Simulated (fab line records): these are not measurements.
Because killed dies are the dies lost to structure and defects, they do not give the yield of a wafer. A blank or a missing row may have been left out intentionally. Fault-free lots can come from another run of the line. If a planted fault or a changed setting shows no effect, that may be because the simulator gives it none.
Which tool was responsible? || flow gf180mcu || 45 wafers from 15 lots sampled at 4 of the route's 602 steps

== WHAT THE GAUGES SHOWED, per wafer ==
GF_V1_THK_MEAS_01. Usual: for V1_CVD_00_THK the level is 600 nm and the standard deviation is 9.3.
{"lot": "L428", "measured": "day 16 17:58", "on": "film metro-02", "V1_CVD_00_THK (nm)": "590 604 613", "flag": ""}
{"lot": "L429", "measured": "day 17 05:31", "on": "film metro-01", "V1_CVD_00_THK (nm)": "597 602 612", "flag": ""}
{"lot": "L430", "measured": "day 18 16:44", "on": "film metro-02", "V1_CVD_00_THK (nm)": "601 607 598", "flag": ""}
{"lot": "L431", "measured": "day 18 23:19", "on": "film metro-01", "V1_CVD_00_THK (nm)": "615 609 611", "flag": ""}
{"lot": "L433", "measured": "day 19 00:31", "on": "film metro-04", "V1_CVD_00_THK (nm)": "606 612 608", "flag": ""}
{"lot": "L432", "measured": "day 19 01:31", "on": "film metro-02", "V1_CVD_00_THK (nm)": "602 615 606", "flag": ""}
{"lot": "L438", "measured": "day 21 06:23", "on": "film metro-02", "V1_CVD_00_THK (nm)": "604 609 586", "flag": ""}
{"lot": "L440", "measured": "day 21 14:14", "on": "film metro-02", "V1_CVD_00_THK (nm)": "623 607 594", "flag": ""}
{"lot": "L442", "measured": "day 22 16:44", "on": "film metro-02", "V1_CVD_00_THK (nm)": "586 608 596", "flag": ""}
{"lot": "L443", "measured": "day 22 19:57", "on": "film metro-02", "V1_CVD_00_THK (nm)": "598 616 603", "flag": ""}
{"lot": "L444", "measured": "day 23 04:59", "on": "film metro-04", "V1_CVD_00_THK (nm)": "591 588 605", "flag": ""}
{"lot": "L446", "measured": "day 23 17:40", "on": "film metro-01", "V1_CVD_00_THK (nm)": "610 590 596", "flag": ""}
{"lot": "L447", "measured": "day 24 01:41", "on": "film metro-01", "V1_CVD_00_THK (nm)": "595 596 604", "flag": ""}
{"lot": "L449", "measured": "day 24 15:14", "on": "film metro-02", "V1_CVD_00_THK (nm)": "612 592 603", "flag": ""}
{"lot": "L451", "measured": "day 25 07:29", "on": "film metro-02", "V1_CVD_00_THK (nm)": "592 601 607", "flag": ""}

GF_M2_THK_MEAS_06: measures by xrf. Usual: for M2_ALCU_THK the level is 445 nm and the standard deviation is 8.2.
{"lot": "L428", "measured": "day 17 18:40", "on": "film metro-01", "M2_ALCU_THK (nm)": "444 448 446", "flag": ""}
{"lot": "L429", "measured": "day 18 06:14", "on": "film metro-02", "M2_ALCU_THK (nm)": "436 431 428", "flag": ""}
{"lot": "L430", "measured": "day 19 19:26", "on": "film metro-01", "M2_ALCU_THK (nm)": "442 443 443", "flag": ""}
{"lot": "L431", "measured": "day 20 02:12", "on": "film metro-01", "M2_ALCU_THK (nm)": "442 450 452", "flag": ""}
{"lot": "L433", "measured": "day 20 02:45", "on": "film metro-03", "M2_ALCU_THK (nm)": "443 442 448", "flag": ""}
{"lot": "L432", "measured": "day 20 04:03", "on": "film metro-02", "M2_ALCU_THK (nm)": "441 445 438", "flag": ""}
{"lot": "L438", "measured": "day 22 09:01", "on": "film metro-03", "M2_ALCU_THK (nm)": "451 447 440", "flag": ""}
{"lot": "L440", "measured": "day 22 16:16", "on": "film metro-02", "M2_ALCU_THK (nm)": "453 451 441", "flag": ""}
{"lot": "L442", "measured": "day 23 17:35", "on": "film metro-02", "M2_ALCU_THK (nm)": "439 442 440", "flag": ""}
{"lot": "L443", "measured": "day 23 21:13", "on": "film metro-02", "M2_ALCU_THK (nm)": "443 457 442", "flag": ""}
{"lot": "L444", "measured": "day 24 05:49", "on": "film metro-02", "M2_ALCU_THK (nm)": "431 437 443", "flag": ""}
{"lot": "L446", "measured": "day 24 18:18", "on": "film metro-03", "M2_ALCU_THK (nm)": "445 449 457", "flag": ""}
{"lot": "L447", "measured": "day 25 01:32", "on": "film metro-03", "M2_ALCU_THK (nm)": "453 456 446", "flag": ""}
{"lot": "L449", "measured": "day 25 14:54", "on": "film metro-03", "M2_ALCU_THK (nm)": "445 434 433", "flag": ""}
{"lot": "L451", "measured": "day 26 07:23", "on": "film metro-03", "M2_ALCU_THK (nm)": "467 458 454", "flag": ""}

== EACH LOT AND THE TOOL THAT RAN IT (in order: tool; ch and the chambers of the sampled wafers; start) ==
{"lot": "L428", "GF_MVPSD_IMPLANT_09": "implanter-04 ch 0, day 4 17:19", "GF_M2_SPUTTER_04": "pvd sputter-03, day 17 18:30"}
{"lot": "L429", "GF_MVPSD_IMPLANT_09": "implanter-04 ch 0, day 4 22:13", "GF_M2_SPUTTER_04": "pvd sputter-02, day 18 06:04"}
{"lot": "L430", "GF_MVPSD_IMPLANT_09": "implanter-04 ch 0, day 5 22:30", "GF_M2_SPUTTER_04": "pvd sputter-02, day 19 19:16"}
{"lot": "L431", "GF_MVPSD_IMPLANT_09": "implanter-04 ch 0, day 5 23:59", "GF_M2_SPUTTER_04": "pvd sputter-03, day 20 02:02"}
{"lot": "L433", "GF_MVPSD_IMPLANT_09": "implanter-02 ch 0, day 6 02:10", "GF_M2_SPUTTER_04": "pvd sputter-02, day 20 02:35"}
{"lot": "L432", "GF_MVPSD_IMPLANT_09": "implanter-04 ch 0, day 6 03:32", "GF_M2_SPUTTER_04": "pvd sputter-03, day 20 03:53"}
{"lot": "L438", "GF_MVPSD_IMPLANT_09": "implanter-02 ch 0, day 7 14:35", "GF_M2_SPUTTER_04": "pvd sputter-03, day 22 08:51"}
{"lot": "L440", "GF_MVPSD_IMPLANT_09": "implanter-03 ch 0, day 8 04:00", "GF_M2_SPUTTER_04": "pvd sputter-01, day 22 16:05"}
{"lot": "L442", "GF_MVPSD_IMPLANT_09": "implanter-02 ch 0, day 8 19:47", "GF_M2_SPUTTER_04": "pvd sputter-02, day 23 17:25"}
{"lot": "L443", "GF_MVPSD_IMPLANT_09": "implanter-04 ch 0, day 9 00:01", "GF_M2_SPUTTER_04": "pvd sputter-01, day 23 21:03"}
{"lot": "L444", "GF_MVPSD_IMPLANT_09": "implanter-03 ch 0, day 9 07:22", "GF_M2_SPUTTER_04": "pvd sputter-02, day 24 05:39"}
{"lot": "L446", "GF_MVPSD_IMPLANT_09": "implanter-03 ch 0, day 9 15:10", "GF_M2_SPUTTER_04": "pvd sputter-03, day 24 18:08"}
{"lot": "L447", "GF_MVPSD_IMPLANT_09": "implanter-04 ch 0, day 9 22:30", "GF_M2_SPUTTER_04": "pvd sputter-01, day 25 01:20"}
{"lot": "L449", "GF_MVPSD_IMPLANT_09": "implanter-03 ch 0, day 10 11:43", "GF_M2_SPUTTER_04": "pvd sputter-02, day 25 14:44"}
{"lot": "L451", "GF_MVPSD_IMPLANT_09": "implanter-04 ch 0, day 10 21:20", "GF_M2_SPUTTER_04": "pvd sputter-01, day 26 07:14"}
- GF_MVPSD_IMPLANT_09
- GF_M2_SPUTTER_04: material TiN, target thk 50 nm, time 41.7 s.

== WHAT THE TOOLS THEMSELVES READ (means of the sampled wafers that have a number; where no wafer has one, the mark that the record gives instead) ==
GF_MVPSD_IMPLANT_09. Usual: beam energy keV 39.998, standard deviation 0.013; dose ions cm2 5e+12, standard deviation 5.2e+09.
{"lot": "L428", "tool": "implanter-04", "beam energy keV": 39.993, "dose ions cm2": 5e+12, "flag": ""}
{"lot": "L429", "tool": "implanter-04", "beam energy keV": 40.004, "dose ions cm2": 5e+12, "flag": ""}
{"lot": "L430", "tool": "implanter-04", "beam energy keV": 39.984, "dose ions cm2": 5e+12, "flag": ""}
{"lot": "L431", "tool": "implanter-04", "beam energy keV": 39.992, "dose ions cm2": 5e+12, "flag": ""}
{"lot": "L433", "tool": "implanter-02", "beam energy keV": 39.996, "dose ions cm2": 5e+12, "flag": ""}
{"lot": "L432", "tool": "implanter-04", "beam energy keV": 39.997, "dose ions cm2": 5e+12, "flag": ""}
{"lot": "L438", "tool": "implanter-02", "beam energy keV": 39.985, "dose ions cm2": 5e+12, "flag": ""}
{"lot": "L440", "tool": "implanter-03", "beam energy keV": 39.989, "dose ions cm2": 5e+12, "flag": ""}
{"lot": "L442", "tool": "implanter-02", "beam energy keV": 40.004, "dose ions cm2": 5e+12, "flag": ""}
{"lot": "L443", "tool": "implanter-04", "beam energy keV": 40.003, "dose ions cm2": 5e+12, "flag": ""}
{"lot": "L444", "tool": "implanter-03", "beam energy keV": 39.986, "dose ions cm2": 5e+12, "flag": ""}
{"lot": "L446", "tool": "implanter-03", "beam energy keV": 40.010, "dose ions cm2": 5e+12, "flag": ""}
{"lot": "L447", "tool": "implanter-04", "beam energy keV": 39.993, "dose ions cm2": 5e+12, "flag": ""}
{"lot": "L449", "tool": "implanter-03", "beam energy keV": 40.009, "dose ions cm2": 5e+12, "flag": ""}
{"lot": "L451", "tool": "implanter-04", "beam energy keV": 40.000, "dose ions cm2": 5e+12, "flag": ""}

GF_M2_SPUTTER_04. Usual: 30.0 % for throttle valve pct, sd 0.7.
{"lot": "L428", "tool": "pvd sputter-03", "throttle valve pct (%)": 31.2, "flag": ""}
{"lot": "L429", "tool": "pvd sputter-02", "throttle valve pct (%)": 29.7, "flag": ""}
{"lot": "L430", "tool": "pvd sputter-02", "throttle valve pct (%)": 29.6, "flag": ""}
{"lot": "L431", "tool": "pvd sputter-03", "throttle valve pct (%)": 30.6, "flag": ""}
{"lot": "L433", "tool": "pvd sputter-02", "throttle valve pct (%)": 29.5, "flag": ""}
{"lot": "L432", "tool": "pvd sputter-03", "throttle valve pct (%)": 30.4, "flag": ""}
{"lot": "L438", "tool": "pvd sputter-03", "throttle valve pct (%)": 30.8, "flag": ""}
{"lot": "L440", "tool": "pvd sputter-01", "throttle valve pct (%)": 29.9, "flag": ""}
{"lot": "L442", "tool": "pvd sputter-02", "throttle valve pct (%)": 30.2, "flag": ""}
{"lot": "L443", "tool": "pvd sputter-01", "throttle valve pct (%)": 30.0, "flag": ""}
{"lot": "L444", "tool": "pvd sputter-02", "throttle valve pct (%)": 29.9, "flag": ""}
{"lot": "L446", "tool": "pvd sputter-03", "throttle valve pct (%)": 30.9, "flag": ""}
{"lot": "L447", "tool": "pvd sputter-01", "throttle valve pct (%)": 29.9, "flag": ""}
{"lot": "L449", "tool": "pvd sputter-02", "throttle valve pct (%)": 30.1, "flag": ""}
{"lot": "L451", "tool": "pvd sputter-01", "throttle valve pct (%)": 29.9, "flag": ""}

== THE ANSWER, worked out from the rows above alone ==
Rule: lot off if the mean of its wafers having a number is beyond 3 standard deviations from the usual mean. Also off: a lot with no number at a reading for which 4 or more lots have one. Any other lot the step has rows for is counted as sound. First the gauges in route order, then the tools' own readings, where a lot's mean is used as printed above. The first step at which some lot is off is used, and at that step the reading that is off furthest; a lot without a number counts as furthest.
Nothing can be told from this: no lot is off at any reading shown.

== WHAT WAS PUT IN BY THE SIMULATOR ==
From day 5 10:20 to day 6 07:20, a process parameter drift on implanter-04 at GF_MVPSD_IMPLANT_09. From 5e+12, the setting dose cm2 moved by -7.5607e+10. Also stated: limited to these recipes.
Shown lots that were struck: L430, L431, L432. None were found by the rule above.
